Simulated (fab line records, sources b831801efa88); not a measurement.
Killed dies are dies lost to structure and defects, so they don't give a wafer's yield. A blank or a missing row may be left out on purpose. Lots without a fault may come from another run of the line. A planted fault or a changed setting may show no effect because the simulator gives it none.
A struck lot beside a sound one | flow sky130 | 16 steps out of a route of 708
Sound: wafers L243.1, L243.4, L243.6. Struck: wafer L232.3. (L232.2, L232.6 of the same lot were not struck and are left out.) The cause comes at the end.
At each step with rows: each side's tool, then ch and its chambers, then its first start. Under that, the readings that differ: sound wafers | struck wafers | difference of the means | sigmas: that difference in standard deviations of wafers without a fault.
alike: readings whose means differ by less than 2 such deviations, and words and numbers that are the same on both sides. not compared: withheld readings, readings that some wafer has no value for, bounds like >300 that may hide the same value, and numbers for which the record gives no deviation and whose values overlap.
The two part at a step that has a row with sigmas, a row that says differs or no value, or rows on one side only. Numbers that don't overlap but have no deviation are shown without sigmas and don't part them. A reading that every wafer of one side lacks parts them only if that side has two wafers or more.

SKY_METAL2_THK_MEAS_06: measures by xrf.
  sound on film_metro-01, day 38 19:58; struck on film_metro-04, day 34 21:09
  alike: METAL2_ALCU_THK
then, 8 steps without rows for these wafers: SKY_METAL2_DEHYDRATE_07 (time 60 s); SKY_METAL2_HMDS_08 (prime time 60 s); SKY_METAL2_COAT_09 (resist thk 60 nm); SKY_METAL2_COAT_10 (resist thk 450 nm); SKY_METAL2_SOFTBAKE_11 (time 90 s); SKY_METAL2_EXPOSE_12 (exposes mask MM2, target cd 140 nm); SKY_METAL2_PEB_13; SKY_METAL2_DEVELOP_14 (develop time 60 s).
SKY_METAL2_CD_MEAS_15: target cd 140 nm.
  sound on cd_sem-02, day 39 20:50; struck on cd_sem-01, day 35 22:52
  alike: cd_nm
SKY_METAL2_OVL_MEAS_16:
  sound on overlay-01, day 39 20:57; struck on overlay-02, day 35 22:58
  alike: METAL2_OVL
SKY_METAL2_DESCUM_17: chemistry O2, time 8 s.
  sound on rie_metal-01 ch 0,1, day 39 20:59; struck on rie_metal-03 ch 0, day 35 23:00
  alike: drypump_motor_current_A, oes_product_au
  not compared: rf_hours_counter_h
SKY_METAL2_ETCH_18: etches BARC in N2/H2, stops on SiO2, time 45.9 s, target depth 60 nm.
  sound on rie_metal-01 ch 0,1, day 39 21:01; struck on rie_metal-03 ch 0, day 35 23:02
  reading                                       | sound             | struck | difference | sigmas
  model.KrF-thick_of_METAL2_COAT_10.thk_nm (nm) | 390.6 390.4 390   | 376.8  | -13.5      |
  model.METAL2.cd_nm (nm)                       | 135.9 138.5 135.5 | 134.9  | -1.7       |
  alike: drypump_motor_current_A, oes_product_au, throttle_valve_pct
  not compared: rf_hours_counter_h
SKY_METAL2_METAL_ETCH_19: etches the open film in Cl2/BCl3, stops on SiO2, target depth 360 nm, time 78 s.
  sound on rie_metal-01 ch 0,1, day 39 21:05; struck on rie_metal-03 ch 0, day 35 23:05
  reading                                       | sound             | struck | difference | sigmas
  model.KrF-thick_of_METAL2_COAT_10.thk_nm (nm) | 160.1 155.9 157.8 | 142.4  | -15.5      |
  alike: drypump_motor_current_A, oes_product_au, throttle_valve_pct
  not compared: rf_hours_counter_h
SKY_METAL2_STRIP_20: strips in O2/N2.
  sound on plasma_asher-02 ch 0,1, day 39 21:10; struck on plasma_asher-02 ch 1, day 35 23:11
  reading                      | sound          | struck | difference | sigmas
  o2_flow_sccm (sccm)          | 2991 2992 2991 | 3015   | +24        | +3
  strip_time_to_endpoint_s (s) | 2.71 2.67 2.69 | 2.52   | -0.17      | -4
  alike: drypump_motor_current_A, oes_product_au
  not compared: rf_hours_counter_h
then, 1 step without rows for these wafers: SKY_METAL2_STRIP_21 (strips in post etch residue remover, time 1200 s).

WHERE THEY PART
Only at SKY_METAL2_STRIP_20, within this record.

WHY: what the simulator had put in
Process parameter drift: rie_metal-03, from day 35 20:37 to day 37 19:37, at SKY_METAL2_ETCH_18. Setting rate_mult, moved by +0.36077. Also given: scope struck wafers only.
